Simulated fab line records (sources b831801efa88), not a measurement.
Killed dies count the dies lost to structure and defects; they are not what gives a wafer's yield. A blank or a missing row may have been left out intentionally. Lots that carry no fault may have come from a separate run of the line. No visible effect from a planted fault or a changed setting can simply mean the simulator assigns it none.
Matching of chambers    flow sky130    rie diel-01 running SKY_VIA4_ETCH_12: 4 sister chambers
The step etches SiO2 in C4F8/O2/Ar, stops on TiN, target depth 580 nm. 7 wafers are shown with their chamber, then 7 later ones without.

## WAFERS, EACH WITH ITS CHAMBER
wafer   chamber  oes product au (a.u.)
L425.2  2        0.926
L426.3  2        0.916
L427.5  1        0.927
L432.2  3        0.925
L432.3  1        0.929
L434.2  0        0.915
L434.4  0        0.922

## WAFERS MISSING THEIR CHAMBER
wafer   oes product au (a.u.)
L434.6  0.920
L437.1  0.922
L437.2  0.928
L437.4  0.927
L440.2  0.926
L440.3  0.925
L440.6  0.925

## CHAMBER TAKEN BY EACH
wafer   from the rows above                in truth
L434.6  can't be placed: 2 or 0 or 3 or 1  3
L437.1  can't be placed: 2 or 3 or 0 or 1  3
L437.2  can't be placed: 1 or 3 or 2 or 0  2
L437.4  can't be placed: 1 or 3 or 2 or 0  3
L440.2  can't be placed: 3 or 1 or 2 or 0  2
L440.3  can't be placed: 3 or 1 or 2 or 0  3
L440.6  can't be placed: 3 or 1 or 2 or 0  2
Correct placement for 0 of the 7. These rows do not allow placing 7 (true chamber among the candidates in 7). Placed wrongly: 0.
How it was worked out, from the rows above alone: a wafer's distance from a chamber is the root of the sum, over the readings, of the square of ((its reading less the chamber's mean) divided by the reading's scatter). The wafer belongs to the nearest chamber; if the next one is less than 2 further off, it can't be placed. For every chamber, the mean is computed from those of its wafers that are shown. The scatter: take each reading less its chamber's mean, square it, sum over the shown wafers, divide by the number of wafers less the number of chambers, and take the root.
